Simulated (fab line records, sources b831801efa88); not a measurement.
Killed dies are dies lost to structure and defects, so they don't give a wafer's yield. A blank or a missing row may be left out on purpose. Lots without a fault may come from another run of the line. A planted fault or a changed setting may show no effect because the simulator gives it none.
Which tool did it? | flow gf180mcu | 7 lots, 21 wafers sampled, at 1 step of a route of 602

WHAT THE GAUGES READ, wafer by wafer
GF_V3_BOW_MEAS_05.
lot  | measured     | on            | V3_BOW (um)
L329 | day 22 06:10 | film_metro-01 | 118 114 112
L332 | day 23 11:55 | film_metro-01 | 126 114 118
L336 | day 24 21:11 | film_metro-02 | 113 118 112
L338 | day 25 15:47 | film_metro-02 | 111 106 112
L344 | day 27 06:46 | film_metro-03 | 116 115 111
L346 | day 27 20:25 | film_metro-03 | 103 118 122
L349 | day 28 13:25 | film_metro-02 | 99 98 107

WHICH TOOL RAN EACH LOT (tool, then ch and the chambers of the sampled wafers, then the start)
The record holds no process step before these readings.

THE ANSWER, worked out from the rows above alone
Rule: what is usual is taken from the lots themselves. Put in order of their means at a reading, lots are off if they are a third of the lots or fewer, leave a main group of 4 or more, and stand apart from it by a gap of 3 or more times the standard deviation of the main group's means; of several such gaps the widest counts. A main group whose means are all the same, to the digits that the tables above print for the reading, isn't used. A lot without any number at a reading at which 4 lots or more have one is off too. The other lots that the step has rows for count as sound.
No lot is off at any reading shown: from this, nothing can be told.

WHAT THE SIMULATOR HAD PUT IN
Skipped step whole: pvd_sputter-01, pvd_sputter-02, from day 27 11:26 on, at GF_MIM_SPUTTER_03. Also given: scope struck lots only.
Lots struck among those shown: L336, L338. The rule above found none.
